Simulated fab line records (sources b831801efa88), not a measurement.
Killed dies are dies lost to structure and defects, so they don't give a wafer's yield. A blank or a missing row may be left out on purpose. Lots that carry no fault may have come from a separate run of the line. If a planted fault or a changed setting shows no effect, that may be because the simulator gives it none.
Matching of chambers || flow sky130 || SKY_FIELD_ISO_ETCH_17 on rieSi-02 has 4 sister chambers
The step etches Si in HBr/Cl2/O2, target depth 342 nm, time 97.7 s. 4 wafers are shown with their chamber, then 8 later ones without.

WAFERS PAIRED WITH THEIR CHAMBERS
{"wafer": "L770.5", "chamber": 0, "drypumpMotorCurrentA (A)": 6.1}
{"wafer": "L771.4", "chamber": 2, "drypumpMotorCurrentA (A)": 5.3}
{"wafer": "L774.3", "chamber": 3, "drypumpMotorCurrentA (A)": 5.0}
{"wafer": "L781.1", "chamber": 1, "drypumpMotorCurrentA (A)": 5.5}

WAFERS WITH NO CHAMBER GIVEN
{"wafer": "L781.2", "drypumpMotorCurrentA (A)": 5.0}
{"wafer": "L781.4", "drypumpMotorCurrentA (A)": 5.5}
{"wafer": "L782.1", "drypumpMotorCurrentA (A)": 5.5}
{"wafer": "L782.2", "drypumpMotorCurrentA (A)": 5.1}
{"wafer": "L782.6", "drypumpMotorCurrentA (A)": 5.1}
{"wafer": "L784.3", "drypumpMotorCurrentA (A)": 5.1}
{"wafer": "L784.4", "drypumpMotorCurrentA (A)": 6.1}
{"wafer": "L784.5", "drypumpMotorCurrentA (A)": 6.1}

WHICH CHAMBER EACH WENT THROUGH
{"wafer": "L781.2", "from the rows above": 3, "in truth": 3}
{"wafer": "L781.4", "from the rows above": 1, "in truth": 1}
{"wafer": "L782.1", "from the rows above": 1, "in truth": 1}
{"wafer": "L782.2", "from the rows above": "can't be placed: 3 or 2", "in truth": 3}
{"wafer": "L782.6", "from the rows above": "can't be placed: 3 or 2", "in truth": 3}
{"wafer": "L784.3", "from the rows above": "can't be placed: 3 or 2", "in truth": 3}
{"wafer": "L784.4", "from the rows above": 0, "in truth": 0}
{"wafer": "L784.5", "from the rows above": 0, "in truth": 0}
Correctly placed: 5 of 8. Cannot be placed on the basis of these rows: 3; the candidates contain the true chamber in 3. Placed wrongly: 0.
How it was worked out, from the rows above alone: a wafer's distance from a chamber is the root of the sum, over the readings, of the square of ((its reading less the chamber's mean) divided by the reading's scatter). The wafer belongs to the nearest chamber; if the next one is less than 2 further off, it can't be placed. A chamber's mean is the mean of its shown wafers. The scatter: with one shown wafer a chamber, the root of the mean of the squares of how far each hidden wafer lies from its nearest shown one.
